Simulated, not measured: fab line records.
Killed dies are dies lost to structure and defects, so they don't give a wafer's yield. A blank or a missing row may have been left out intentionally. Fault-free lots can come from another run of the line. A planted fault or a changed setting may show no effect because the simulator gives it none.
The tool behind it: which one? -- flow sky130 -- 24 lots with 72 wafers sampled at 6 steps, on a route of 708 steps

## WHAT EACH GAUGE READ, for each wafer
SKY_CAPM_THK_MEAS_01. Usual: CAPM_CVD_00_THK gives 15.56 nm (standard deviation 0.25).
lot,measured,on,CAPM_CVD_00_THK (nm),flag
L074,day 37 18:40,filmMetro-01,15.66 15.66 15.64,
L075,day 37 22:11,filmMetro-01,15.42 15.94 15.63,
L076,day 38 02:09,filmMetro-01,15.78 15.47 15.55,
L077,day 38 19:39,filmMetro-01,15.64 15.90 15.94,
L078,day 39 02:11,filmMetro-03,15.57 15.62 15.78,
L079,day 39 03:38,filmMetro-03,15.51 15.62 15.80,
L080,day 39 05:47,filmMetro-03,15.28 15.42 15.68,
L081,day 40 02:49,filmMetro-02,15.92 15.96 15.66,
L082,day 40 05:14,filmMetro-02,15.41 15.77 15.74,
L083,day 40 06:36,filmMetro-01,15.64 15.80 15.51,
L084,day 40 13:24,filmMetro-01,15.65 15.49 15.71,
L085,day 41 04:59,filmMetro-02,15.36 15.14 15.24,
L086,day 41 09:36,filmMetro-03,15.48 15.68 15.82,
L087,day 41 13:35,filmMetro-01,15.60 15.30 15.40,
L088,day 41 15:05,filmMetro-03,15.41 15.17 15.59,
L089,day 42 04:01,filmMetro-02,15.27 15.36 15.29,
L090,day 42 06:56,filmMetro-03,15.55 15.96 15.82,
L091,day 42 13:59,filmMetro-03,15.43 15.94 15.80,
L092,day 42 15:27,filmMetro-03,15.52 15.32 15.35,
L093,day 43 05:10,filmMetro-01,15.84 15.63 15.96,
L094,day 43 07:25,filmMetro-03,15.51 15.57 15.76,
L095,day 43 19:25,filmMetro-02,15.05 15.12 15.47,
L096,day 43 20:38,filmMetro-03,15.60 15.94 16.06,
L097,day 44 07:50,filmMetro-01,15.37 15.80 15.81,

SKY_VIA3_THK_MEAS_23: measures by xrf. Usual: VIA3_W_THK gives 370 nm (standard deviation 4.6).
lot,measured,on,VIA3_W_THK (nm),flag
L074,day 41 02:53,filmMetro-04,369 367 363,
L075,day 41 06:52,filmMetro-04,375 370 375,
L076,day 41 10:06,filmMetro-04,372 375 368,
L077,day 42 02:46,filmMetro-04,368 367 368,
L078,day 42 08:44,filmMetro-01,371 368 366,
L079,day 42 10:05,filmMetro-04,364 362 362,
L080,day 42 11:20,filmMetro-02,368 363 367,
L081,day 43 08:08,filmMetro-01,362 366 370,
L082,day 43 10:49,filmMetro-04,374 381 374,
L083,day 43 12:31,filmMetro-04,368 367 372,
L084,day 43 18:18,filmMetro-01,377 369 374,
L085,day 44 07:30,filmMetro-01,372 367 373,
L086,day 44 12:56,filmMetro-04,377 373 372,
L087,day 44 17:02,filmMetro-04,371 367 371,
L088,day 44 18:22,filmMetro-02,371 371 375,
L089,day 45 07:11,filmMetro-04,371 374 364,
L090,day 45 08:22,filmMetro-02,372 370 372,
L091,day 45 15:08,filmMetro-01,364 368 362,
L092,day 45 17:05,filmMetro-01,372 377 373,
L093,day 46 06:50,filmMetro-01,371 371 376,
L094,day 46 07:34,filmMetro-02,368 368 366,
L095,day 46 22:39,filmMetro-04,359 357 364,
L096,day 47 00:01,filmMetro-01,373 371 374,
L097,day 47 06:50,filmMetro-04,367 369 366,

## WHICH TOOL RAN EACH LOT (tool, then ch and the chambers of the sampled wafers, then the start)
lot,SKY_CAPM_SPUTTER_02,SKY_CAPM_METAL_ETCH_13,SKY_METAL3_ETCH_17,SKY_VIA3_ETCH_14
L074,"pvdSputter-01, day 37 18:43","rieMetal-02 ch 0,1, day 38 21:14","rieDiel-01 ch 1,2,3, day 39 23:24","rieDiel-01 ch 1,2, day 41 01:52"
L075,"pvdSputter-03, day 37 22:14","rieMetal-01 ch 0,1, day 39 00:40","rieDiel-01 ch 0,3, day 40 03:00","rieDiel-01 ch 0,2, day 41 05:51"
L076,"pvdSputter-03, day 38 02:13","rieMetal-01 ch 1, day 39 03:44","rieDiel-04 ch 0,2,3, day 40 06:00","rieDiel-02 ch 1,2,3, day 41 09:06"
L077,"pvdSputter-01, day 38 19:43","rieMetal-03 ch 0,1, day 39 21:26","rieDiel-04 ch 1,2, day 40 22:59","rieDiel-01 ch 0,1,3, day 42 01:43"
L078,"pvdSputter-02, day 39 02:13","rieMetal-01 ch 0,1, day 40 03:48","rieDiel-03 ch 0,1,2, day 41 05:38","rieDiel-02 ch 0,1, day 42 07:42"
L079,"pvdSputter-01, day 39 03:41","rieMetal-01 ch 0,1, day 40 05:03","rieDiel-01 ch 1,2, day 41 07:00","rieDiel-04 ch 0,2,3, day 42 09:01"
L080,"pvdSputter-01, day 39 05:50","rieMetal-02 ch 0,1, day 40 06:51","rieDiel-04 ch 0,2,3, day 41 08:35","rieDiel-01 ch 0,1,2, day 42 10:19"
L081,"pvdSputter-02, day 40 02:53","rieMetal-02 ch 0,1, day 41 03:38","rieDiel-01 ch 0,1,3, day 42 04:57","rieDiel-02 ch 1,2, day 43 07:06"
L082,"pvdSputter-01, day 40 05:17","rieMetal-02 ch 0,1, day 41 06:08","rieDiel-04 ch 1,3, day 42 07:18","rieDiel-04 ch 0,1,3, day 43 09:48"
L083,"pvdSputter-01, day 40 06:40","rieMetal-03 ch 0,1, day 41 08:11","rieDiel-03 ch 0,2,3, day 42 10:06","rieDiel-01 ch 1,2,3, day 43 11:31"
L084,"pvdSputter-02, day 40 13:28","rieMetal-02 ch 0,1, day 41 14:15","rieDiel-04 ch 0,2,3, day 42 15:20","rieDiel-04 ch 1,2,3, day 43 17:09"
L085,"pvdSputter-01, day 41 05:02","rieMetal-01 ch 0,1, day 42 04:41","rieDiel-03 ch 0,2,3, day 43 05:51","rieDiel-04 ch 0,1,3, day 44 06:25"
L086,"pvdSputter-02, day 41 09:40","rieMetal-01 ch 0,1, day 42 10:26","rieDiel-04 ch 1,2, day 43 11:00","rieDiel-04 ch 0,2, day 44 11:52"
L087,"pvdSputter-01, day 41 13:38","rieMetal-02 ch 0,1, day 42 13:50","rieDiel-01 ch 2,3, day 43 14:54","rieDiel-01 ch 0,1,2, day 44 15:52"
L088,"pvdSputter-01, day 41 15:08","rieMetal-02 ch 1, day 42 15:51","rieDiel-01 ch 0,3, day 43 16:56","rieDiel-04 ch 0,3, day 44 17:13"
L089,"pvdSputter-03, day 42 04:05","rieMetal-02 ch 0,1, day 43 04:23","rieDiel-04 ch 1,2,3, day 44 05:51","rieDiel-04 ch 0,1,3, day 45 06:11"
L090,"pvdSputter-02, day 42 06:58","rieMetal-03 ch 0,1, day 43 06:58","rieDiel-03 ch 0,3, day 44 06:54","rieDiel-02 ch 0,1, day 45 07:19"
L091,"pvdSputter-01, day 42 14:02","rieMetal-01 ch 0,1, day 43 13:08","rieDiel-01 ch 0,3, day 44 13:39","rieDiel-02 ch 1,2,3, day 45 14:04"
L092,"pvdSputter-03, day 42 15:32","rieMetal-01 ch 0,1, day 43 15:47","rieDiel-04 ch 0,3, day 44 16:18","rieDiel-04 ch 0,1,3, day 45 16:04"
L093,"pvdSputter-03, day 43 05:13","rieMetal-01 ch 0,1, day 44 05:50","rieDiel-01 ch 0,1,3, day 45 06:07","rieDiel-01 ch 0,1, day 46 05:47"
L094,"pvdSputter-01, day 43 07:27","rieMetal-02 ch 0,1, day 44 06:44","rieDiel-03 ch 0,1,3, day 45 06:12","rieDiel-04 ch 0,3, day 46 06:24"
L095,"pvdSputter-01, day 43 19:28","rieMetal-02 ch 0,1, day 44 18:47","rieDiel-03 ch 0,1,2, day 45 23:50","rieDiel-02 ch 1,2,3, day 46 21:23"
L096,"pvdSputter-03, day 43 20:41","rieMetal-01 ch 0,1, day 44 19:18","rieDiel-03 ch 1,2, day 46 00:12","rieDiel-02 ch 0,2, day 46 22:40"
L097,"pvdSputter-02, day 44 07:53","rieMetal-03 ch 0,1, day 45 06:53","rieDiel-03 ch 0,1,2, day 46 06:09","rieDiel-04 ch 0,1, day 47 05:36"
- SKY_CAPM_SPUTTER_02: material TiN, target thk 200 nm, time 166.7 s.
- SKY_CAPM_METAL_ETCH_13: etches TiN in Cl2/BCl3, stops on SiO2, target depth 220 nm, time 62.9 s.
- SKY_METAL3_ETCH_17: etches SiO2 in C4F8/O2/Ar, stops on TiN, time 3.9 s, target depth 15 nm.
- SKY_VIA3_ETCH_14: etches BARC in N2/H2, stops on SiO2, time 45.9 s, target depth 60 nm.

## WHAT THE TOOLS THEMSELVES READ (means of the sampled wafers that have a number; where no wafer has one, the mark that the record gives instead)
SKY_CAPM_SPUTTER_02. Usual: throttleValvePct reads 29.8 % (standard deviation 0.96).
lot,tool,throttleValvePct (%),flag
L074,pvdSputter-01,29.7,
L075,pvdSputter-03,30.1,
L076,pvdSputter-03,29.8,
L077,pvdSputter-01,28.7,
L078,pvdSputter-02,30.5,
L079,pvdSputter-01,29.5,
L080,pvdSputter-01,29.5,
L081,pvdSputter-02,30.5,
L082,pvdSputter-01,29.5,
L083,pvdSputter-01,28.3,
L084,pvdSputter-02,30.7,
L085,pvdSputter-01,28.8,
L086,pvdSputter-02,30.5,
L087,pvdSputter-01,29.5,
L088,pvdSputter-01,29.8,
L089,pvdSputter-03,29.9,
L090,pvdSputter-02,30.2,
L091,pvdSputter-01,30.4,
L092,pvdSputter-03,30.2,
L093,pvdSputter-03,29.8,
L094,pvdSputter-01,30.4,
L095,pvdSputter-01,29.4,
L096,pvdSputter-03,30.3,
L097,pvdSputter-02,30.1,

SKY_CAPM_METAL_ETCH_13. Usual: drypumpMotorCurrentA 5.8 A, standard deviation 0.44; oesProductAu 0.939 a.u., standard deviation 0.0068; throttleValvePct 21.902 %, standard deviation 0.01.
lot,tool,drypumpMotorCurrentA (A),oesProductAu (a.u.),throttleValvePct (%),flag
L074,rieMetal-02,5.4,0.943,21.905,
L075,rieMetal-01,6.1,0.943,21.891,
L076,rieMetal-01,6.0,0.934,21.906,
L077,rieMetal-03,5.6,0.939,21.897,
L078,rieMetal-01,6.2,0.940,21.908,
L079,rieMetal-01,6.1,0.935,21.904,
L080,rieMetal-02,5.4,0.936,21.901,
L081,rieMetal-02,5.4,0.940,21.890,
L082,rieMetal-02,5.5,0.936,21.903,
L083,rieMetal-03,5.3,0.932,21.916,
L084,rieMetal-02,5.4,0.941,21.889,
L085,rieMetal-01,6.3,0.939,21.894,
L086,rieMetal-01,6.3,0.935,21.905,
L087,rieMetal-02,5.4,0.939,21.905,
L088,rieMetal-02,5.3,0.929,21.902,
L089,rieMetal-02,5.4,0.937,21.903,
L090,rieMetal-03,5.3,0.945,21.896,
L091,rieMetal-01,6.2,0.930,21.903,
L092,rieMetal-01,6.2,0.944,21.900,
L093,rieMetal-01,6.1,0.947,21.905,
L094,rieMetal-02,5.5,0.940,21.904,
L095,rieMetal-02,5.4,0.934,21.903,
L096,rieMetal-01,6.3,0.946,21.901,
L097,rieMetal-03,5.3,0.943,21.913,

SKY_METAL3_ETCH_17. Usual: oesProductAu reads 0.756 a.u. (standard deviation 0.0072).
lot,tool,oesProductAu (a.u.),flag
L074,rieDiel-01,0.757,
L075,rieDiel-01,0.759,
L076,rieDiel-04,0.754,
L077,rieDiel-04,0.763,
L078,rieDiel-03,0.757,
L079,rieDiel-01,0.753,
L080,rieDiel-04,0.754,
L081,rieDiel-01,0.762,
L082,rieDiel-04,0.759,
L083,rieDiel-03,0.756,
L084,rieDiel-04,0.758,
L085,rieDiel-03,0.744,
L086,rieDiel-04,0.759,
L087,rieDiel-01,0.757,
L088,rieDiel-01,0.750,
L089,rieDiel-04,0.752,
L090,rieDiel-03,0.761,
L091,rieDiel-01,0.763,
L092,rieDiel-04,0.754,
L093,rieDiel-01,0.764,
L094,rieDiel-03,0.759,
L095,rieDiel-03,0.751,
L096,rieDiel-03,0.762,
L097,rieDiel-03,0.754,

SKY_VIA3_ETCH_14. Usual: drypumpMotorCurrentA 5.7 A, standard deviation 0.42; h2FlowSccm 200.1 sccm, standard deviation 0.57; oesProductAu 0.854 a.u., standard deviation 0.005; throttleValvePct 13.224 %, standard deviation 0.0096.
lot,tool,drypumpMotorCurrentA (A),h2FlowSccm (sccm),oesProductAu (a.u.),throttleValvePct (%),flag
L074,rieDiel-01,5.1,200.2,0.850,13.223,
L075,rieDiel-01,5.6,200.5,0.853,13.227,
L076,rieDiel-02,6.1,199.7,0.851,13.231,
L077,rieDiel-01,5.5,199.7,0.850,13.227,
L078,rieDiel-02,5.5,200.4,0.859,13.227,
L079,rieDiel-04,5.7,200.0,0.856,13.229,
L080,rieDiel-01,5.4,199.8,0.857,13.217,
L081,rieDiel-02,5.8,199.9,0.853,13.223,
L082,rieDiel-04,5.8,200.1,0.854,13.228,
L083,rieDiel-01,5.4,199.8,0.851,13.230,
L084,rieDiel-04,5.9,200.1,0.847,13.229,
L085,rieDiel-04,5.8,200.4,0.855,13.224,
L086,rieDiel-04,5.4,200.3,0.856,13.222,
L087,rieDiel-01,5.4,200.0,0.853,13.216,
L088,rieDiel-04,5.9,199.4,0.856,13.217,
L089,rieDiel-04,5.8,200.0,0.858,13.223,
L090,rieDiel-02,5.4,200.6,0.854,13.229,
L091,rieDiel-02,6.0,200.0,0.852,13.219,
L092,rieDiel-04,5.8,200.1,0.853,13.222,
L093,rieDiel-01,5.2,200.1,0.856,13.224,
L094,rieDiel-04,5.7,200.3,0.857,13.238,
L095,rieDiel-02,6.0,200.5,0.851,13.221,
L096,rieDiel-02,6.1,199.7,0.856,13.219,
L097,rieDiel-04,5.6,200.1,0.853,13.224,

## THE ANSWER, worked out from the rows above alone
Rule: a lot is off if the mean of its wafers that have a number lies more than 3 standard deviations from the usual mean. Also off: a lot with no number at a reading for which 4 or more lots have one. Any other lot the step has rows for is counted as sound. Order of review: gauges by route order, followed by the tools' own readings, for which a lot's mean as printed above is used. At the first step where some lot is off, the reading lying furthest off is the one used; lots without a number count as furthest.
None of the lots is off at any reading shown; this tells nothing.

## WHAT THE SIMULATOR HAD PUT IN
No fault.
